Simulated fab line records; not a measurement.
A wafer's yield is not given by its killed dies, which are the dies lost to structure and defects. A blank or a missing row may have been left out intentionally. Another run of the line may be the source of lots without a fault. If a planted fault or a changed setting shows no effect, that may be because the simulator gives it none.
Problem report, 8D (eight disciplines) form, completed by code	flow gf180mcu	the parts of the form that need people (team, actions taken, sign-off) are left out

## 1. WHAT IS WRONG
V5_W_RS at GF_V5_RS_MEAS_24 reads a mean of 0.740 ohm/sq on 4 wafers of 2 lots; wafers without a fault read 0.330 ohm/sq with a standard deviation of 0.0041. So: +99 or more standard deviations from the usual mean.
The step: measures by four-point-probe.
The first sign was on wafer L400.1 at day 31 10:16, on film_metro-02. The record has a number at this step for 33 wafers belonging to 11 lots. Rule for "out", or "out of limits": more than 4 standard deviations from the usual mean. All remaining wafers that have a number are taken as sound.

## 2. WHAT IT IS, WHAT IT ISN'T
question	is	is not
which readings at this step	V5_W_RS	-
which lots	L400, L401	L386, L389, L390, L392, L393, L404, L405, L406, L409
which wafers of those lots	L400.1, L400.4, L401.2, L401.3	L400.3, L401.4
read on which gauges	film_metro-02, film_metro-04	film_metro-03
when	from day 31 10:16	up to then (16 sound wafers); but 13 sound wafers of L401, L404, L405, L406, L409 came after

## 3. WHAT RULES OUT EACH SUSPECT
Counting: a tool at a process step up to the reading stays a suspect if it ran every lot that is out. Sound lots after the first of them don't rule it out here, since some wafers of a struck lot are sound.
- the gauge at GF_V5_RS_MEAS_24: ruled out. Those wafers that are out were read across 2 gauges (film_metro-02, film_metro-04).
- cvd_w-01 at GF_V5_CVD_23 (deposits W, target thk 350 nm, time 104.9 s): kept. Every lot that is out went through it, the first being L400 (day 31 10:09); the last sound lot it ran before that was L392 (day 29 05:49).
- Within cvd_w-01 at GF_V5_CVD_23: the wafers that are out ran in chamber 0; their sound lot-mates ran in chamber 1.
The count leaves cvd_w-01 at GF_V5_CVD_23.

## 4. THE CAUSE (what the simulator had put in)
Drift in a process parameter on cvd_w-01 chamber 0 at GF_V5_CVD_23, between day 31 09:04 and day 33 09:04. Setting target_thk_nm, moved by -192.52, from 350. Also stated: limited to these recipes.
After counting, this tool was the only one left.

## 5. THE CHAIN OF EFFECTS, in route order
Each row: a reading whose mean over the struck wafers that have a number lies more than 3 standard deviations from the usual. Scope: only readings with a usual standard deviation given in the record; hours: median across lots of the time from each lot's start at the first step in this table that gives one to its start at this step; sigmas: change in usual standard deviations.
hours	step	reading	usual	on struck wafers	change	sigmas
0	GF_V5_RS_MEAS_24	V5_W_RS	0.330 ohm/sq	0.740	+0.410	+99 or more
0	GF_V5_THK_MEAS_25	V5_W_THK	332 nm	150	-182	-28
0	GF_V5_CMP_26	time_to_endpoint_s	86 s	38	-48	-16
It contains these process steps:
- GF_V5_CMP_26: polishes, stops on SiO2, t overpolish 15 s, target thk 0 nm.

## 6. HOW IT WOULD HAVE BEEN CAUGHT EARLIER
In this record the first reading out of limits at a measuring or inspecting step was taken at day 31 10:16, 1 hour after the fault began at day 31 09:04.
An alarm limit of 4 standard deviations would not have fired on the tool readings at GF_V5_CVD_23 for which the record gives a usual standard deviation, since none of them was out on any struck wafer.
L401, from the lots that are out (2), started GF_V5_CVD_23 on cvd_w-01 later than day 31 10:16. A hold on the tool at that time would have spared it.
